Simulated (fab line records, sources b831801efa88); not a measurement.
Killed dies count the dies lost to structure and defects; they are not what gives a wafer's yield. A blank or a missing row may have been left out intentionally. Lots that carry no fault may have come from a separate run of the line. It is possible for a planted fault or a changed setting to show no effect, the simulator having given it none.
Chamber matching ; flow gf180mcu ; GF_V2_CMP_04 on cmp-02 has 4 sister chambers
The step polishes SiO2. 4 wafers are shown with their chamber, then 7 later ones without.

WAFERS, EACH WITH ITS CHAMBER
wafer;chamber;motorCurrentA (A)
L111.1;0;14.2
L111.3;1;13.9
L112.3;3;9.0
L112.5;2;11.2

WAFERS WITHOUT THEIR CHAMBER
wafer;motorCurrentA (A)
L112.6;13.9
L116.2;13.4
L116.5;9.7
L116.6;14.5
L117.1;14.1
L117.3;14.8
L117.5;13.3

CHAMBER TAKEN BY EACH
wafer;from the rows above;in truth
L112.6;can't be placed: 1 or 0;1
L116.2;can't be placed: 1 or 0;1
L116.5;can't be placed: 3 or 2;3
L116.6;can't be placed: 0 or 1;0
L117.1;can't be placed: 0 or 1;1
L117.3;can't be placed: 0 or 1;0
L117.5;can't be placed: 1 or 0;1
Correctly placed: 0 of 7. From these rows, 7 cannot be placed; in 7 the true chamber is one of the candidates. Wrongly placed: 0.
How it was worked out, from the rows above alone: a wafer's distance from a chamber is the root of the sum, over the readings, of the square of ((its reading less the chamber's mean) divided by the reading's scatter). If the next closest chamber is less than 2 further off than the closest, the wafer can't be placed; otherwise it belongs to the closest. For every chamber, the mean is computed from those of its wafers that are shown. The scatter: root of mean squared gap, hidden wafer to nearest shown wafer, with one shown wafer a chamber.
